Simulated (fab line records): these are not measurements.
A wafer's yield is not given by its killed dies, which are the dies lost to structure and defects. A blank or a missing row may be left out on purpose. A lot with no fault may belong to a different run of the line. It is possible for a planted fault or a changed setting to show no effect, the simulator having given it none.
Struck lot and sound lot, side by side    flow sky130    44 steps out of a route of 708
Sound: these wafers, L409.2, L409.3, L409.6. Struck: wafer L422.3 (L422.1, L422.2, from the same lot, were not struck and are left out); the cause is given at the end.
For every step that has rows: the tool of each side, followed by ch and its chambers, followed by its first start. Under that, the readings that differ: sound wafers    struck wafers    difference of the means    sigmas: that difference in standard deviations of wafers without a fault.
alike: words and numbers the same on both sides, and readings whose means are apart by under 2 such deviations; not compared: readings that were withheld, readings missing a value for some wafer, numbers with overlapping values and no deviation given by the record, and bounds like >300 which may hide the same value.
Wherever a step has rows on one side only, a row that says differs or no value, or a row with sigmas, the two part there. Non-overlapping numbers with no deviation appear without sigmas and do not part them. A reading that every wafer of one side lacks parts them only if that side has two wafers or more.

SKY_VIA3_SPUTTER_20: material TiN, target thk 20 nm, time 80 s.
  sound: pvdSputter-01 at day 41 05:40; struck: pvdSputter-01 at day 44 18:34
  alike: cathodeDcPowerW, throttleValvePct
SKY_VIA3_CVD_21: deposits W, target thk 390 nm, time 117.31 s.
  sound on cvdW-02 ch 0, day 41 05:43; struck on cvdW-02 ch 1, day 44 18:37
reading           sound        struck  difference  sigmas
heaterPowerW (W)  851 842 840  891     +47         +2
SKY_VIA3_RS_MEAS_22: measures by four-point-probe.
  sound: filmMetro-01 at day 41 05:52; struck: filmMetro-01 at day 44 18:44
reading             sound              struck  difference  sigmas
VIA3_W_RS (ohm/sq)  0.301 0.298 0.298  0.292   -0.007      -2
SKY_VIA3_THK_MEAS_23: measures by xrf.
  sound: filmMetro-01 at day 41 05:58; struck: filmMetro-01 at day 44 18:52
  alike: VIA3_W_THK
SKY_VIA3_CMP_24: polishes, stops on SiO2, t overpolish 20 s, target thk 0 nm.
  sound on cmp-01 ch 0,1,2, day 41 06:07; struck on cmp-02 ch 0, day 44 18:58
  alike: headPressurePsi, motorCurrentA, overpolishRunS, platenRpm, timeToEndpointS
then, 1 step without rows for these wafers: SKY_METAL4_SPUTTER_00 (material Ti, target thk 15 nm, time 10 s).
SKY_METAL4_SPUTTER_01: material TiN, target thk 20 nm, time 16.7 s.
  sound: pvdSputter-03 at day 41 06:21; struck: pvdSputter-04 at day 44 19:15
  alike: cathodeDcPowerW, throttleValvePct
then, 4 steps without rows for these wafers: SKY_METAL4_SPUTTER_02 (material AlCu, target thk 735 nm, time 39.1 s); SKY_METAL4_SPUTTER_03 (material Ti, target thk 5 nm, time 3.3 s); SKY_METAL4_SPUTTER_04 (material TiN, target thk 70 nm, time 58.3 s); SKY_CAP2M_CVD_00 (deposits SiO2, target thk 15.5 nm).
SKY_CAP2M_THK_MEAS_01:
  sound: filmMetro-02 at day 41 06:31; struck: filmMetro-04 at day 44 19:24
  alike: CAP2M_CVD_00_THK
SKY_CAP2M_SPUTTER_02: material TiN, target thk 200 nm, time 166.7 s.
  sound: pvdSputter-01 at day 41 06:34; struck: pvdSputter-01 at day 44 19:28
reading                                   sound                 struck  difference  sigmas
cathodeDcPowerW (W)                       6501.8 6499.8 6500.0  7086.9  +586.4      +99 or more
model.TiN_of_CAP2M_SPUTTER_02.thkNm (nm)  199 198.2 199.2       218.5   +19.7       
  alike: throttleValvePct
SKY_CAP2M_RS_MEAS_03: measures by four-point-probe.
  sound: filmMetro-03 at day 41 06:41; struck: filmMetro-02 at day 44 19:34
reading                sound           struck  difference  sigmas
CAP2M_TIN_RS (ohm/sq)  6.95 6.98 6.95  6.31    -0.65       -10
SKY_CAP2M_THK_MEAS_04: measures by xrf.
  sound: filmMetro-03 at day 41 06:48; struck: filmMetro-02 at day 44 19:41
reading             sound              struck  difference  sigmas
CAP2M_TIN_THK (nm)  198.3 197.5 197.8  219.3   +21.4       +9
then, 7 steps without rows for these wafers: SKY_CAP2M_DEHYDRATE_05 (time 60 s); SKY_CAP2M_HMDS_06 (prime time 60 s); SKY_CAP2M_COAT_07 (resist thk 1140 nm); SKY_CAP2M_SOFTBAKE_08 (time 60 s); SKY_CAP2M_EXPOSE_09 (exposes mask CAP2M, target cd 1000 nm); SKY_CAP2M_PEB_10; SKY_CAP2M_DEVELOP_11 (develop time 60 s).
SKY_CAP2M_OVL_MEAS_12:
  sound: overlay-01 at day 42 06:06; struck: overlay-02 at day 45 16:55
  alike: CAP2M_OVL
SKY_CAP2M_METAL_ETCH_13: etches TiN in Cl2/BCl3, stops on SiO2, target depth 220 nm, time 62.9 s.
  sound on rieMetal-04 ch 0,1, day 42 06:08; struck on rieMetal-04 ch 0, day 45 16:58
reading               sound                 struck  difference  sigmas
oesProductAu (a.u.)   0.935 0.933 0.929     0.990   +0.058      +8
throttleValvePct (%)  21.911 21.901 21.923  21.871  -0.041      -4
  alike: drypumpMotorCurrentA
  not compared: rfHoursCounterH
then, 12 steps without rows for these wafers: SKY_CAP2M_STRIP_14 (strips in O2/N2); SKY_CAP2M_STRIP_15 (strips in post etch residue remover, time 1200 s); SKY_CAP2M_CLEAN_16 (cleans in IPA, time 180 s); SKY_CAP2M_CLEAN_17 (cleans in O3/DIW); SKY_METAL4_DEHYDRATE_05 (time 60 s); SKY_METAL4_HMDS_06 (prime time 60 s); SKY_METAL4_COAT_07 (resist thk 60 nm); SKY_METAL4_COAT_08 (resist thk 1140 nm); SKY_METAL4_SOFTBAKE_09 (time 90 s); SKY_METAL4_EXPOSE_10 (exposes mask MM4, target cd 300 nm); SKY_METAL4_PEB_11; SKY_METAL4_DEVELOP_12 (develop time 60 s).
SKY_METAL4_CD_MEAS_13: the cd target is 300 nm.
  sound: cdSem-02 at day 43 05:53; struck: cdSem-01 at day 46 15:17
  alike: cdNm
SKY_METAL4_OVL_MEAS_14:
  sound: overlay-02 at day 43 06:00; struck: overlay-01 at day 46 15:24
  alike: METAL4_OVL
then, 3 steps without rows for these wafers: SKY_METAL4_DESCUM_15 (chemistry O2, time 8 s); SKY_METAL4_ETCH_16 (etches BARC in N2/H2, stops on SiO2, time 88.2 s, target depth 60 nm); SKY_METAL4_ETCH_17 (etches SiO2 in C4F8/O2/Ar, stops on TiN, time 3.9 s, target depth 15 nm).
SKY_METAL4_METAL_ETCH_18: etches the open film in Cl2/BCl3, stops on SiO2, target depth 845 nm, time 183.1 s.
  sound on rieMetal-01 ch 0,1, day 43 06:11; struck on rieMetal-02 ch 1, day 46 15:35
  alike: drypumpMotorCurrentA, oesProductAu, throttleValvePct
  not compared: rfHoursCounterH
SKY_METAL4_STRIP_20: strips in post etch residue remover, time 1200 s.
  sound on wetBench-04 ch 1, day 43 06:27; struck on wetBench-04 ch 3, day 46 15:52
reading                                   sound              struck  difference  sigmas
model.TiN_of_CAP2M_SPUTTER_02.thkNm (nm)  198.2 197.4 198.4  217.7   +19.7       
-- the record jumps here: 3 days lie between the struck wafers' starts before and after (it left off in module METAL4 and takes up again in module PAD_OPEN, whose first step shown is number 708 of the route) --
SKY_PAD_OPEN_PROBE_99:
  sound: prober-01 at day 47 04:42; struck: prober-02 at day 50 02:30
reading                            sound                 struck  difference  sigmas
model.etest.capMim2.leakLog10ACm2  -8.956 -8.866 -9.079  -8.27   +0.70       
model.etest.capMim2.plateOhmSq     6.027 6.048 6.033     5.504   -0.532      

WHERE THEY PART
Earliest at SKY_VIA3_CVD_21; latest, in this record, at SKY_CAP2M_METAL_ETCH_13. Later steps at which nothing parts them and some readings are alike: SKY_METAL4_CD_MEAS_13, SKY_METAL4_OVL_MEAS_14, SKY_METAL4_METAL_ETCH_18.

WHY: what had been put in by the simulator
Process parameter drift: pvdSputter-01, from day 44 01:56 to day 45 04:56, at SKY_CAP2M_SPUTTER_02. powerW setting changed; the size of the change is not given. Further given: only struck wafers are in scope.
